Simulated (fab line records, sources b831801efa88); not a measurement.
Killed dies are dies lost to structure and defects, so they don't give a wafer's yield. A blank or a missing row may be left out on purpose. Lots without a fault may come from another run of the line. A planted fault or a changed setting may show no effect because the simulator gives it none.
Which tool did it? | flow gf180mcu | 12 lots, 36 wafers sampled, at 6 steps of a route of 602

WHAT THE GAUGES READ, wafer by wafer
GF_SALICIDE_THK_MEAS_05: measures by xrf. Usual: SALICIDE_TIN_THK 20.15 nm, standard deviation 0.26.
lot  | measured     | on            | SALICIDE_TIN_THK (nm) | flag
L363 | day 15 06:20 | film_metro-02 | 19.92 20.09 20.01     |
L364 | day 15 18:43 | film_metro-02 | 20.04 20.18 20.18     |
L366 | day 16 09:22 | film_metro-04 | 20.46 20.39 20.20     |
L367 | day 16 18:28 | film_metro-02 | 19.89 19.93 20.04     |
L369 | day 17 14:19 | film_metro-02 | 20.59 20.48 20.54     |
L372 | day 18 23:49 | film_metro-04 | 20.17 20.00 20.16     |
L373 | day 19 05:47 | film_metro-04 | 20.11 19.99 20.16     |
L375 | day 20 03:52 | film_metro-03 | 19.94 20.22 20.26     |
L377 | day 20 23:43 | film_metro-03 | 19.66 19.82 20.31     |
L378 | day 21 08:49 | film_metro-03 | 20.43 20.02 20.15     |
L383 | day 22 23:49 | film_metro-04 | 20.38 20.39 20.31     |
L384 | day 23 03:59 | film_metro-03 | 20.61 20.56 20.67     |

GF_V2_CD_MEAS_14: target cd 260 nm. Usual: cd_nm 259.8 nm, standard deviation 1.4.
lot  | measured     | on        | cd_nm (nm)        | flag
L363 | day 20 10:32 | cd_sem-01 | 260.5 260.9 262.1 |
L364 | day 20 20:50 | cd_sem-01 | 257.1 256.3 256.5 |
L366 | day 21 14:56 | cd_sem-01 | 261.1 260.0 260.9 |
L367 | day 22 00:08 | cd_sem-02 | 259.7 258.2 258.9 |
L369 | day 22 20:52 | cd_sem-01 | 259.8 259.7 259.6 |
L372 | day 24 04:25 | cd_sem-01 | 260.1 260.5 260.8 |
L373 | day 24 10:35 | cd_sem-02 | 260.6 260.6 261.4 |
L375 | day 25 05:19 | cd_sem-01 | 259.6 261.1 260.3 |
L377 | day 25 22:35 | cd_sem-01 | 257.4 256.7 256.0 |
L378 | day 26 07:13 | cd_sem-02 | 260.9 260.6 259.9 |
L383 | day 27 17:29 | cd_sem-01 | 261.4 259.7 260.7 |
L384 | day 27 21:26 | cd_sem-02 | 257.8 259.3 259.6 |

GF_V2_RS_MEAS_24: measures by four-point-probe. Usual: V2_W_RS 0.328 ohm/sq, standard deviation 0.0032.
lot  | measured     | on            | V2_W_RS (ohm/sq)  | flag
L363 | day 20 11:38 | film_metro-04 | 0.330 0.327 0.330 |
L364 | day 20 21:55 | film_metro-01 | 0.329 0.324 0.331 |
L366 | day 21 15:58 | film_metro-04 | 0.327 0.329 0.328 |
L367 | day 22 01:11 | film_metro-02 | 0.327 0.325 0.327 |
L369 | day 22 22:18 | film_metro-02 | 0.333 0.330 0.331 |
L372 | day 24 05:29 | film_metro-02 | 0.324 0.326 0.325 |
L373 | day 24 11:37 | film_metro-04 | 0.329 0.332 0.336 |
L375 | day 25 06:21 | film_metro-04 | 0.326 0.307 0.309 | OFF
L377 | day 25 23:37 | film_metro-01 | 0.326 0.330 0.329 |
L378 | day 26 08:14 | film_metro-01 | 0.298 0.298 0.300 | OFF
L383 | day 27 18:31 | film_metro-01 | 0.327 0.327 0.329 |
L384 | day 27 22:28 | film_metro-04 | 0.327 0.330 0.330 |

GF_V2_THK_MEAS_25: measures by xrf. Usual: V2_W_THK 360 nm, standard deviation 6.1.
lot  | measured     | on            | V2_W_THK (nm) | flag
L363 | day 20 11:43 | film_metro-04 | 350 355 351   |
L364 | day 20 22:01 | film_metro-01 | 355 360 351   |
L366 | day 21 16:05 | film_metro-04 | 357 354 357   |
L367 | day 22 01:18 | film_metro-02 | 370 372 368   |
L369 | day 22 22:24 | film_metro-02 | 362 365 364   |
L372 | day 24 05:36 | film_metro-02 | 369 366 365   |
L373 | day 24 11:43 | film_metro-04 | 355 355 348   |
L375 | day 25 06:28 | film_metro-04 | 355 378 376   |
L377 | day 25 23:44 | film_metro-01 | 364 356 358   |
L378 | day 26 08:22 | film_metro-01 | 396 396 392   | OFF
L383 | day 27 18:37 | film_metro-01 | 356 354 351   |
L384 | day 27 22:35 | film_metro-04 | 361 359 354   |

WHICH TOOL RAN EACH LOT (tool, then ch and the chambers of the sampled wafers, then the start)
lot  | GF_CONTACT_SPUTTER_22        | GF_V2_CVD_23
L363 | pvd_sputter-03, day 16 06:08 | cvd_w-02 ch 0,1, day 20 11:29
L364 | pvd_sputter-04, day 16 17:49 | cvd_w-01 ch 0,1, day 20 21:47
L366 | pvd_sputter-04, day 17 09:46 | cvd_w-02 ch 0,1, day 21 15:50
L367 | pvd_sputter-03, day 17 18:11 | cvd_w-02 ch 0,1, day 22 01:04
L369 | pvd_sputter-03, day 18 15:22 | cvd_w-01 ch 0,1, day 22 22:11
L372 | pvd_sputter-04, day 20 01:19 | cvd_w-02 ch 0,1, day 24 05:22
L373 | pvd_sputter-04, day 20 07:42 | cvd_w-01 ch 0,1, day 24 11:29
L375 | pvd_sputter-04, day 21 04:47 | cvd_w-02 ch 0,1, day 25 06:13
L377 | pvd_sputter-04, day 22 01:28 | cvd_w-01 ch 0,1, day 25 23:31
L378 | pvd_sputter-04, day 22 10:04 | cvd_w-02 ch 0, day 26 08:08
L383 | pvd_sputter-03, day 23 23:49 | cvd_w-01 ch 0,1, day 27 18:23
L384 | pvd_sputter-03, day 24 03:57 | cvd_w-01 ch 0, day 27 22:20
- GF_CONTACT_SPUTTER_22: material Ti, target thk 15 nm, time 80.02 s.
- GF_V2_CVD_23: deposits W, target thk 350 nm, time 104.94 s.

WHAT THE TOOLS THEMSELVES READ (means of the sampled wafers that have a number; where no wafer has one, the mark that the record gives instead)
GF_CONTACT_SPUTTER_22. Usual: throttle_valve_pct 29.3 %, standard deviation 0.87.
lot  | tool           | throttle_valve_pct (%) | flag
L363 | pvd_sputter-03 | 28.8                   |
L364 | pvd_sputter-04 | 29.6                   |
L366 | pvd_sputter-04 | 29.4                   |
L367 | pvd_sputter-03 | 29.6                   |
L369 | pvd_sputter-03 | 29.0                   |
L372 | pvd_sputter-04 | 29.0                   |
L373 | pvd_sputter-04 | 29.8                   |
L375 | pvd_sputter-04 | 30.0                   |
L377 | pvd_sputter-04 | 29.4                   |
L378 | pvd_sputter-04 | 29.7                   |
L383 | pvd_sputter-03 | 29.6                   |
L384 | pvd_sputter-03 | 28.2                   |

GF_V2_CVD_23. Usual: heater_power_w 812 W, standard deviation 45.
lot  | tool     | heater_power_w (W) | flag
L363 | cvd_w-02 | 826                |
L364 | cvd_w-01 | 805                |
L366 | cvd_w-02 | 771                |
L367 | cvd_w-02 | 833                |
L369 | cvd_w-01 | 803                |
L372 | cvd_w-02 | 830                |
L373 | cvd_w-01 | 817                |
L375 | cvd_w-02 | 826                |
L377 | cvd_w-01 | 812                |
L378 | cvd_w-02 | 870                |
L383 | cvd_w-01 | 821                |
L384 | cvd_w-01 | 811                |

THE ANSWER, worked out from the rows above alone
Rule: a lot is off if the mean of its wafers that have a number lies more than 3 standard deviations from the usual mean. A lot without any number at a reading at which 4 lots or more have one is off too. The other lots that the step has rows for count as sound. The gauges are gone through in route order, then the tools' own readings, and for those a lot's mean is taken as printed above. The first step at which some lot is off is used, and at that step the reading that is off furthest; a lot without a number counts as furthest.
Off: L375, L378, at GF_V2_RS_MEAS_24 (V2_W_RS).
A tool fits if, at a process step before that reading, it ran every lot that is off, and no sound lot after the first of them. The gauges at GF_V2_RS_MEAS_24 are tried like those tools. One fits: cvd_w-02 at GF_V2_CVD_23. Its last sound lot is L372 (day 24 05:22), its first lot that is off L375 (day 25 06:13): a fault that began between those two fits.

WHAT THE SIMULATOR HAD PUT IN
Process parameter drift: cvd_w-02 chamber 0, from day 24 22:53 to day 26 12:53, at GF_V2_CVD_23. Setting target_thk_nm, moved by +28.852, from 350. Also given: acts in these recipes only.
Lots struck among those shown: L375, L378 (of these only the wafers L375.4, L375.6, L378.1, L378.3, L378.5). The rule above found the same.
